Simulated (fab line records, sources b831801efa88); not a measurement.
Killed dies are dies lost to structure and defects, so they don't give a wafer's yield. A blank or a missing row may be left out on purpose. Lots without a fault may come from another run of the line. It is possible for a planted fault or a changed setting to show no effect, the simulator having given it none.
A lot that was struck, set against a sound lot	flow gf180mcu	44 steps out of a route of 602
Sound: wafers L223.2, L223.5, L223.6. Wafers L238.1, L238.2, L238.6 were the ones struck. Last of all comes the cause.
Per side, at each step with rows, come the tool, then ch with its chambers, and then its first start. Under that, the readings that differ: sound wafers	struck wafers	difference of the means	sigmas: that difference in standard deviations of wafers without a fault.
alike: a reading whose means differ by less than 2 such deviations, as well as words and numbers matching on both sides. not compared: withheld readings; readings where some wafer has no value; bounds like >300 that might hide an equal value; numbers whose values overlap and for which the record gives no deviation.
Wherever a step has rows on one side only, a row that says differs or no value, or a row with sigmas, the two part there. When numbers do not overlap yet have no deviation, they are printed without sigmas and do not part them. Lack of a reading on every wafer of one side parts them only where that side has two or more wafers.

first, 2 steps without rows for these wafers: GF_MVSD_IMPLANT_08; GF_MVSD_IMPLANT_09.
GF_MVSD_STRIP_10: strips in O2/N2.
  sound on plasma_asher-04 ch 0,1, day 4 12:09; struck on plasma_asher-01 ch 0,1, day 8 03:00
reading	sound	struck	difference	sigmas
strip_time_to_endpoint_s (s)	37.05 36.96 37.05	36.80 36.73 36.74	-0.26	-2
  alike: drypump_motor_current_A, heater_power_w, oes_product_au
  not compared: rf_hours_counter_h
GF_MVSD_TW_MEAS_11:
  sound on film_metro-03 at day 4 12:16; struck on film_metro-04 at day 8 03:06
reading	sound	struck	difference	sigmas
MVSD_TW	1584 1583 1596	1559 1561 1553	-30	-3
then, 7 steps without rows for these wafers: GF_MVPSD_DEHYDRATE_00 (time 60 s); GF_MVPSD_HMDS_01 (prime time 60 s); GF_MVPSD_COAT_02 (resist thk 3000 nm); GF_MVPSD_SOFTBAKE_03; GF_MVPSD_EXPOSE_04 (exposes mask MVPSD, target cd 1000 nm); GF_MVPSD_PEB_05; GF_MVPSD_DEVELOP_06 (develop time 60 s).
GF_MVPSD_OVL_MEAS_07:
  sound on overlay-02 at day 5 02:47; struck on overlay-01 at day 8 19:13
  alike: MVPSD_OVL
GF_MVPSD_IMPLANT_08:
  sound on implanter-01 ch 0, day 5 02:50; struck on implanter-04 ch 0, day 8 19:15
reading	sound	struck	difference	sigmas
tilt_deg (degrees)	0.015 0.039 -0.014	4.243 4.205 4.203	+4.204	+99 or more
next, for these wafers, 1 step has no rows: GF_MVPSD_IMPLANT_09.
GF_MVPSD_STRIP_10: strips in O2/N2.
  sound on plasma_asher-02 ch 0,1, day 5 03:07; struck on plasma_asher-04 ch 0,1, day 8 19:33
  alike: drypump_motor_current_A, heater_power_w, oes_product_au, strip_time_to_endpoint_s
  not compared: rf_hours_counter_h
GF_MVPSD_TW_MEAS_11:
  sound on film_metro-04 at day 5 03:13; struck on film_metro-03 at day 8 19:39
reading	sound	struck	difference	sigmas
MVPSD_TW	545.9 547.3 549.3	609.6 607.8 608.0	+61.0	+20
then, 7 steps without rows for these wafers: GF_VT_IMPLANT_DEHYDRATE_00 (time 60 s); GF_VT_IMPLANT_HMDS_01 (prime time 60 s); GF_VT_IMPLANT_COAT_02 (resist thk 1000 nm); GF_VT_IMPLANT_SOFTBAKE_03 (time 60 s); GF_VT_IMPLANT_EXPOSE_04 (exposes mask LVPWELL LV AREA, target cd 600 nm); GF_VT_IMPLANT_PEB_05; GF_VT_IMPLANT_DEVELOP_06 (develop time 60 s).
GF_VT_IMPLANT_OVL_MEAS_07:
  sound on overlay-02 at day 5 17:35; struck on overlay-01 at day 9 13:25
  alike: VT_IMPLANT_OVL
next, for these wafers, 1 step has no rows: GF_VT_IMPLANT_IMPLANT_08.
GF_VT_IMPLANT_STRIP_09: strips in O2/N2.
  sound on plasma_asher-03 ch 0,1, day 5 17:46; struck on plasma_asher-02 ch 0,1, day 9 13:37
  alike: drypump_motor_current_A, heater_power_w, oes_product_au, strip_time_to_endpoint_s
  not compared: rf_hours_counter_h
GF_VT_IMPLANT_TW_MEAS_10:
  sound on film_metro-02 at day 5 17:53; struck on film_metro-02 at day 9 13:43
  alike: VT_IMPLANT_TW
then, 7 steps without rows for these wafers: GF_VT_IMPLANT_DEHYDRATE_11 (time 60 s); GF_VT_IMPLANT_HMDS_12 (prime time 60 s); GF_VT_IMPLANT_COAT_13 (resist thk 1000 nm); GF_VT_IMPLANT_SOFTBAKE_14 (time 60 s); GF_VT_IMPLANT_EXPOSE_15 (exposes mask Nwell LV AREA, target cd 860 nm); GF_VT_IMPLANT_PEB_16; GF_VT_IMPLANT_DEVELOP_17 (develop time 60 s).
GF_VT_IMPLANT_OVL_MEAS_18:
  sound on overlay-02 at day 6 08:50; struck on overlay-01 at day 10 07:46
  alike: VT_IMPLANT_01_OVL
next, for these wafers, 1 step has no rows: GF_VT_IMPLANT_IMPLANT_19.
GF_VT_IMPLANT_STRIP_20: strips in O2/N2.
  sound on plasma_asher-03 ch 0,1, day 6 09:01; struck on plasma_asher-03 ch 0,1, day 10 07:57
  alike: drypump_motor_current_A, heater_power_w, oes_product_au, strip_time_to_endpoint_s
  not compared: rf_hours_counter_h
GF_VT_IMPLANT_TW_MEAS_21:
  sound on film_metro-04 at day 6 09:08; struck on film_metro-01 at day 10 08:03
  alike: VT_IMPLANT_2_TW
then, 4 steps without rows for these wafers: GF_VT_IMPLANT_DEHYDRATE_22 (time 60 s); GF_VT_IMPLANT_HMDS_23 (prime time 60 s); GF_VT_IMPLANT_COAT_24 (resist thk 1000 nm); GF_VT_IMPLANT_SOFTBAKE_25 (time 60 s).
GF_VT_IMPLANT_RS_MEAS_49: a four-point-probe measurement.
  sound on film_metro-03 at day 7 17:35; struck on film_metro-04 at day 11 22:07
reading	sound	struck	difference	sigmas
MVPSD_RS (ohm/sq)	1170.4 1169.9 1169.1	1347.3 1350.0 1346.9	+178.3	+64
-- here the record skips 22 days between the struck wafers' starts before and after, leaving off in module VT_IMPLANT and picking up in module PASSIVATION (first step shown: number 602 of the route) --
GF_PASSIVATION_PROBE_99:
  only the struck wafers here have rows in the record (prober-02, day 33 11:54); the sound ones have none

WHERE THEY PART
Last at GF_PASSIVATION_PROBE_99 as far as this record goes, first at GF_MVSD_STRIP_10.

WHY: the cause the simulator had injected
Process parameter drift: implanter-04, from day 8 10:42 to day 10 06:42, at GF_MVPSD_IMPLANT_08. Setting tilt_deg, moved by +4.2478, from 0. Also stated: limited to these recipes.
